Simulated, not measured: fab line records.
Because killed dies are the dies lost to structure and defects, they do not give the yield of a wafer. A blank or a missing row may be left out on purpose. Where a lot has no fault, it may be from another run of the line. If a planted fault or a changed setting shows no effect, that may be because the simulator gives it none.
Split-lot study    flow sfq_line    on a route of 325 steps: 5 lots, 27 wafers read

== SPLIT DETAILS ==
At SFQ_TRILAYER_L0_BARC_OPEN_METAL_ETCH_010 (etches BARC in O2, target depth 125 nm, time 41.7 s), the setting time_s was moved away from the recipe's 41.7 s on 9 of the 27 wafers read, by +22.7% to +50.7%. All remaining wafers had this setting at the recipe value.

The split's own step is where the reading is taken.

== THE READING ==
oes_product_au, in a.u., at SFQ_TRILAYER_L0_BARC_OPEN_METAL_ETCH_010 (etches BARC in O2, target depth 125 nm, time 41.7 s). On this fab line, fault-free wafers typically give 0.688 a.u. with a standard deviation of 0.0047 a.u.

wafer   tool, chamber at the split  time_s as run, s  against the recipe  oes_product_au, a.u.  against lot-mates on the recipe
L074.1  rie_metal-01, 1             41.7              recipe              0.693                 -
L074.4  rie_metal-01, 0             41.7              recipe              0.691                 -
L074.5  rie_metal-01, 1             41.7              recipe              0.678                 -
L077.1  rie_metal-03, 0             41.7              recipe              0.692                 -
L077.2  rie_metal-03, 1             41.7              recipe              0.690                 -
L077.3  rie_metal-03, 1             41.7              recipe              0.693                 -
L077.4  rie_metal-03, 0             41.7              recipe              0.685                 -
L077.5  rie_metal-03, 1             41.7              recipe              0.693                 -
L077.6  rie_metal-03, 0             41.7              recipe              0.689                 -
L078.1  rie_metal-03, 0             58.15             +39.4%              0.647                 -0.042
L078.2  rie_metal-03, 1             41.7              recipe              0.679                 -
L078.3  rie_metal-03, 1             41.7              recipe              0.690                 -
L078.4  rie_metal-03, 0             58.15             +39.4%              0.655                 -0.034
L078.5  rie_metal-03, 1             58.15             +39.4%              0.649                 -0.040
L078.6  rie_metal-03, 0             41.7              recipe              0.697                 -
L081.1  rie_metal-03, 0             41.7              recipe              0.692                 -
L081.2  rie_metal-03, 1             62.84             +50.7%              0.651                 -0.039
L081.3  rie_metal-03, 1             62.84             +50.7%              0.649                 -0.041
L081.4  rie_metal-03, 0             41.7              recipe              0.688                 -
L081.5  rie_metal-03, 0             62.84             +50.7%              0.647                 -0.043
L081.6  rie_metal-03, 1             41.7              recipe              0.689                 -
L082.1  rie_metal-03, 1             51.18             +22.7%              0.663                 -0.025
L082.2  rie_metal-03, 0             41.7              recipe              0.688                 -
L082.3  rie_metal-03, 0             41.7              recipe              0.681                 -
L082.4  rie_metal-03, 1             41.7              recipe              0.694                 -
L082.5  rie_metal-03, 0             51.18             +22.7%              0.658                 -0.030
L082.6  rie_metal-03, 1             51.18             +22.7%              0.660                 -0.028

FIT RESULTS
A straight line over all 27 wafers: oes_product_au changes by -0.000886 a.u. for each +1% of time_s; r = -0.95; the points scatter about the line by 0.0058 a.u.
The same after taking each lot's own level away (the mean of its wafers on the recipe; 27 wafers): -0.000887 a.u. for each +1%; r = -0.96; scatter 0.0054 a.u.
On that fit, the largest move of time_s shifts the reading by 0.045 a.u.
The span of the lots' own levels, 0.6873 to 0.6903 a.u., comes to 0.6 times the standard deviation stated above.
Consequently the slope shifts little with the lot-to-lot level, the two slopes agreeing.
Check: -0.0473 a.u. against its lot-mates is what the line predicts for one of the wafers moved furthest among these (+50.7%) when that wafer is left out of the fit. It came out at -0.0387 a.u. against them.
Tool readings at the split's step, against how far the setting was moved: oes_product_au r = -0.95.

== THE WHOLE CHAIN: every reading that the file lists as answering this split, in the file's order ==
step                                      what it does                                         reading                                                                                    change (the file's fit)                    r (the file's)
SFQ_TRILAYER_L0_BARC_OPEN_METAL_ETCH_010  etches BARC in O2, target depth 125 nm, time 41.7 s  oes_product_au                                                                             -0.00091 a.u. for each +1% of the setting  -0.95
SFQ_TRILAYER_L0_BARC_OPEN_METAL_ETCH_010  etches BARC in O2, target depth 125 nm, time 41.7 s  KrF_of_TRILAYER_L0_LITHO_COAT_005.thk_nm (the simulator's own value, which no gauge read)  -0.532 nm for each +1% of the setting      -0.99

== FILE'S OWN FIT ==
oes_product_au changes by -0.00091 a.u. for each +1% of time_s, r = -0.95.
